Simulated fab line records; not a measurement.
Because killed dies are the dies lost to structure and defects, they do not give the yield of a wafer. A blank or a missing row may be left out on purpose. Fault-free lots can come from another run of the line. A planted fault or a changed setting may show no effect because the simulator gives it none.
Which tool was responsible? || flow sky130 || 36 wafers from 12 lots sampled at 5 of the route's 708 steps

## WHAT THE GAUGES SHOWED, per wafer
SKY_FIELD_ISO_CD_MEAS_13: the cd target is 150 nm.
{"lot": "L181", "measured": "day 2 03:47", "on": "cd_sem-02", "cd_nm (nm)": "146.0 147.2 146.9"}
{"lot": "L182", "measured": "day 2 10:20", "on": "cd_sem-01", "cd_nm (nm)": "149.0 150.7 149.1"}
{"lot": "L183", "measured": "day 2 16:48", "on": "cd_sem-01", "cd_nm (nm)": "152.6 150.3 150.4"}
{"lot": "L184", "measured": "day 2 21:30", "on": "cd_sem-01", "cd_nm (nm)": "149.2 148.3 149.8"}
{"lot": "L187", "measured": "day 3 12:55", "on": "cd_sem-01", "cd_nm (nm)": "55.8 150.8 56.4"}
{"lot": "L188", "measured": "day 3 18:23", "on": "cd_sem-02", "cd_nm (nm)": "153.4 153.4 154.8"}
{"lot": "L191", "measured": "day 4 10:48", "on": "cd_sem-02", "cd_nm (nm)": "52.8 149.1 52.6"}
{"lot": "L192", "measured": "day 4 14:23", "on": "cd_sem-02", "cd_nm (nm)": "151.7 53.2 53.2"}
{"lot": "L194", "measured": "day 5 00:20", "on": "cd_sem-01", "cd_nm (nm)": "147.9 149.0 148.0"}
{"lot": "L196", "measured": "day 5 11:24", "on": "cd_sem-01", "cd_nm (nm)": "147.9 147.8 147.2"}
{"lot": "L198", "measured": "day 5 23:09", "on": "cd_sem-01", "cd_nm (nm)": "151.9 150.8 151.8"}
{"lot": "L200", "measured": "day 6 07:42", "on": "cd_sem-02", "cd_nm (nm)": "148.4 149.3 149.9"}

SKY_NWELL_OVL_MEAS_23.
{"lot": "L181", "measured": "day 5 08:02", "on": "overlay-02", "NWELL_01_OVL (nm)": "2.2 0.8 1.4"}
{"lot": "L182", "measured": "day 5 18:45", "on": "overlay-02", "NWELL_01_OVL (nm)": "-0.3 -0.9 -1.0"}
{"lot": "L183", "measured": "day 6 00:48", "on": "overlay-01", "NWELL_01_OVL (nm)": "-2.3 -0.9 -0.2"}
{"lot": "L184", "measured": "day 6 05:14", "on": "overlay-01", "NWELL_01_OVL (nm)": "0.0 -1.7 -0.4"}
{"lot": "L187", "measured": "day 6 23:22", "on": "overlay-02", "NWELL_01_OVL (nm)": 2.4}
{"lot": "L188", "measured": "day 7 05:47", "on": "overlay-01", "NWELL_01_OVL (nm)": "0.6 -2.2 -0.7"}
{"lot": "L191", "measured": "day 8 00:31", "on": "overlay-02", "NWELL_01_OVL (nm)": 0.4}
{"lot": "L192", "measured": "day 8 04:55", "on": "overlay-02", "NWELL_01_OVL (nm)": 2.4}
{"lot": "L194", "measured": "day 8 15:50", "on": "overlay-02", "NWELL_01_OVL (nm)": "0.6 3.4 2.5"}
{"lot": "L196", "measured": "day 9 03:19", "on": "overlay-02", "NWELL_01_OVL (nm)": "-0.2 0.5 0.8"}
{"lot": "L198", "measured": "day 9 15:31", "on": "overlay-01", "NWELL_01_OVL (nm)": "0.0 -1.7 -0.8"}
{"lot": "L200", "measured": "day 10 01:47", "on": "overlay-01", "NWELL_01_OVL (nm)": "-2.3 -1.2 -1.0"}

SKY_VT_ADJUST_LVTN_TW_MEAS_21.
{"lot": "L181", "measured": "day 7 20:20", "on": "film_metro-03", "VT_ADJUST_LVTN_2_TW": "185.3 185.6 185.7"}
{"lot": "L182", "measured": "day 8 07:24", "on": "film_metro-01", "VT_ADJUST_LVTN_2_TW": "188.3 187.5 188.2"}
{"lot": "L183", "measured": "day 8 15:25", "on": "film_metro-04", "VT_ADJUST_LVTN_2_TW": "188.1 187.7 188.5"}
{"lot": "L184", "measured": "day 8 18:43", "on": "film_metro-04", "VT_ADJUST_LVTN_2_TW": "188.1 187.2 188.0"}
{"lot": "L187", "measured": "day 9 15:14", "on": "film_metro-03", "VT_ADJUST_LVTN_2_TW": 186.5}
{"lot": "L188", "measured": "day 9 21:51", "on": "film_metro-04", "VT_ADJUST_LVTN_2_TW": "190.0 190.4 191.0"}
{"lot": "L191", "measured": "day 10 19:02", "on": "film_metro-01", "VT_ADJUST_LVTN_2_TW": 188.2}
{"lot": "L192", "measured": "day 10 23:38", "on": "film_metro-04", "VT_ADJUST_LVTN_2_TW": 188.5}
{"lot": "L194", "measured": "day 11 11:47", "on": "film_metro-04", "VT_ADJUST_LVTN_2_TW": "189.4 189.7 188.6"}
{"lot": "L196", "measured": "day 12 00:47", "on": "film_metro-03", "VT_ADJUST_LVTN_2_TW": "187.2 187.1 186.3"}
{"lot": "L198", "measured": "day 12 12:43", "on": "film_metro-01", "VT_ADJUST_LVTN_2_TW": "187.8 188.9 187.3"}
{"lot": "L200", "measured": "day 12 22:54", "on": "film_metro-03", "VT_ADJUST_LVTN_2_TW": "186.8 187.2 187.4"}

## TOOL THAT RAN EACH LOT (tool first, then ch and the chambers of the sampled wafers, then the start)
{"lot": "L181", "SKY_FIELD_ISO_EXPOSE_10": "krf_scanner-01 ch 0, day 1 21:03", "SKY_FIELD_ISO_STRIP_16": "plasma_asher-02 ch 0,1, day 2 04:00"}
{"lot": "L182", "SKY_FIELD_ISO_EXPOSE_10": "krf_scanner-01 ch 0, day 2 02:56", "SKY_FIELD_ISO_STRIP_16": "plasma_asher-02 ch 0,1, day 2 10:32"}
{"lot": "L183", "SKY_FIELD_ISO_EXPOSE_10": "krf_scanner-01 ch 0, day 2 09:09", "SKY_FIELD_ISO_STRIP_16": "plasma_asher-03 ch 0,1, day 2 17:00"}
{"lot": "L184", "SKY_FIELD_ISO_EXPOSE_10": "krf_scanner-02 ch 0, day 2 13:52", "SKY_FIELD_ISO_STRIP_16": "plasma_asher-01 ch 0,1, day 2 21:41"}
{"lot": "L187", "SKY_FIELD_ISO_EXPOSE_10": "krf_scanner-01 ch 0, day 3 05:25", "SKY_FIELD_ISO_STRIP_16": "plasma_asher-02 ch 0,1, day 3 13:08"}
{"lot": "L188", "SKY_FIELD_ISO_EXPOSE_10": "krf_scanner-02 ch 0, day 3 10:06", "SKY_FIELD_ISO_STRIP_16": "plasma_asher-02 ch 0,1, day 3 18:35"}
{"lot": "L191", "SKY_FIELD_ISO_EXPOSE_10": "krf_scanner-01 ch 0, day 4 02:16", "SKY_FIELD_ISO_STRIP_16": "plasma_asher-02 ch 0,1, day 4 11:01"}
{"lot": "L192", "SKY_FIELD_ISO_EXPOSE_10": "krf_scanner-01 ch 0, day 4 05:59", "SKY_FIELD_ISO_STRIP_16": "plasma_asher-02 ch 0,1, day 4 14:35"}
{"lot": "L194", "SKY_FIELD_ISO_EXPOSE_10": "krf_scanner-02 ch 0, day 4 15:17", "SKY_FIELD_ISO_STRIP_16": "plasma_asher-01 ch 1, day 5 00:32"}
{"lot": "L196", "SKY_FIELD_ISO_EXPOSE_10": "krf_scanner-02 ch 0, day 5 02:07", "SKY_FIELD_ISO_STRIP_16": "plasma_asher-03 ch 1, day 5 11:35"}
{"lot": "L198", "SKY_FIELD_ISO_EXPOSE_10": "krf_scanner-02 ch 0, day 5 13:45", "SKY_FIELD_ISO_STRIP_16": "plasma_asher-03 ch 0,1, day 5 23:20"}
{"lot": "L200", "SKY_FIELD_ISO_EXPOSE_10": "krf_scanner-02 ch 0, day 5 21:56", "SKY_FIELD_ISO_STRIP_16": "plasma_asher-02 ch 0,1, day 6 07:55"}
- SKY_FIELD_ISO_EXPOSE_10: exposes mask FOM, target cd 150 nm.
- SKY_FIELD_ISO_STRIP_16: strips in O2/N2.

## WHAT THE TOOLS THEMSELVES READ (means of the sampled wafers that have a number; where no wafer has one, the mark that the record gives instead)
SKY_FIELD_ISO_EXPOSE_10.
{"lot": "L181", "tool": "krf_scanner-01", "exposure_dose_mJ_cm2": 27.970}
{"lot": "L182", "tool": "krf_scanner-01", "exposure_dose_mJ_cm2": 28.020}
{"lot": "L183", "tool": "krf_scanner-01", "exposure_dose_mJ_cm2": 28.036}
{"lot": "L184", "tool": "krf_scanner-02", "exposure_dose_mJ_cm2": 28.008}
{"lot": "L187", "tool": "krf_scanner-01", "exposure_dose_mJ_cm2": 27.985}
{"lot": "L188", "tool": "krf_scanner-02", "exposure_dose_mJ_cm2": 27.966}
{"lot": "L191", "tool": "krf_scanner-01", "exposure_dose_mJ_cm2": 27.968}
{"lot": "L192", "tool": "krf_scanner-01", "exposure_dose_mJ_cm2": 27.992}
{"lot": "L194", "tool": "krf_scanner-02", "exposure_dose_mJ_cm2": 27.993}
{"lot": "L196", "tool": "krf_scanner-02", "exposure_dose_mJ_cm2": 27.988}
{"lot": "L198", "tool": "krf_scanner-02", "exposure_dose_mJ_cm2": 27.992}
{"lot": "L200", "tool": "krf_scanner-02", "exposure_dose_mJ_cm2": 27.941}

SKY_FIELD_ISO_STRIP_16.
{"lot": "L181", "tool": "plasma_asher-02", "drypump_motor_current_A (A)": 6.0, "oes_product_au (a.u.)": 0.379, "strip_time_to_endpoint_s (s)": 3.59}
{"lot": "L182", "tool": "plasma_asher-02", "drypump_motor_current_A (A)": 5.8, "oes_product_au (a.u.)": 0.383, "strip_time_to_endpoint_s (s)": 3.58}
{"lot": "L183", "tool": "plasma_asher-03", "drypump_motor_current_A (A)": 6.3, "oes_product_au (a.u.)": 0.377, "strip_time_to_endpoint_s (s)": 3.58}
{"lot": "L184", "tool": "plasma_asher-01", "drypump_motor_current_A (A)": 5.5, "oes_product_au (a.u.)": 0.377, "strip_time_to_endpoint_s (s)": 3.55}
{"lot": "L187", "tool": "plasma_asher-02", "drypump_motor_current_A (A)": 6.0, "oes_product_au (a.u.)": 0.375, "strip_time_to_endpoint_s (s)": 3.54}
{"lot": "L188", "tool": "plasma_asher-02", "drypump_motor_current_A (A)": 6.0, "oes_product_au (a.u.)": 0.379, "strip_time_to_endpoint_s (s)": 3.57}
{"lot": "L191", "tool": "plasma_asher-02", "drypump_motor_current_A (A)": 5.8, "oes_product_au (a.u.)": 0.374, "strip_time_to_endpoint_s (s)": 3.54}
{"lot": "L192", "tool": "plasma_asher-02", "drypump_motor_current_A (A)": 6.0, "oes_product_au (a.u.)": 0.379, "strip_time_to_endpoint_s (s)": 3.54}
{"lot": "L194", "tool": "plasma_asher-01", "drypump_motor_current_A (A)": 5.7, "oes_product_au (a.u.)": 0.377, "strip_time_to_endpoint_s (s)": 3.47}
{"lot": "L196", "tool": "plasma_asher-03", "drypump_motor_current_A (A)": 6.5, "oes_product_au (a.u.)": 0.376, "strip_time_to_endpoint_s (s)": 3.53}
{"lot": "L198", "tool": "plasma_asher-03", "drypump_motor_current_A (A)": 6.4, "oes_product_au (a.u.)": 0.379, "strip_time_to_endpoint_s (s)": 3.55}
{"lot": "L200", "tool": "plasma_asher-02", "drypump_motor_current_A (A)": 5.8, "oes_product_au (a.u.)": 0.374, "strip_time_to_endpoint_s (s)": 3.52}

## THE ANSWER, worked out from the rows above alone
Rule: the usual values come from the lots themselves. The widest of any qualifying gaps counts: lots, ordered by their means at a reading, are off when they make up no more than a third of the lots, leave a main group of 4 or more, and stand apart from it by 3 or more times the standard deviation of that group's means. A main group whose means are all the same, to the digits that the tables above print for the reading, isn't used. Also off: a lot with no number at a reading for which 4 or more lots have one. The other lots that the step has rows for count as sound. First the gauges in route order, then the tools' own readings, where a lot's mean is used as printed above. At the first step where some lot is off, the reading lying furthest off is the one used; lots without a number count as furthest.
Off at SKY_FIELD_ISO_CD_MEAS_13 (cd_nm): L187, L191, L192. The main group: mean 149.7 nm, standard deviation 2.1.
If a tool, at a process step before that reading, ran all the lots that are off and no sound lot after the first of them, it fits. The gauges at SKY_FIELD_ISO_CD_MEAS_13 are tried like those tools. One fits: krf_scanner-01 at SKY_FIELD_ISO_EXPOSE_10. A fault onset in the window from L183 (day 2 09:09, its last sound lot) to L187 (day 3 05:25, its first lot off) fits.

## WHAT THE SIMULATOR HAD INSERTED
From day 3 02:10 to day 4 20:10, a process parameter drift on krf_scanner-01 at SKY_FIELD_ISO_EXPOSE_10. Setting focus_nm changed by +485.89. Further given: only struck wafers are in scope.
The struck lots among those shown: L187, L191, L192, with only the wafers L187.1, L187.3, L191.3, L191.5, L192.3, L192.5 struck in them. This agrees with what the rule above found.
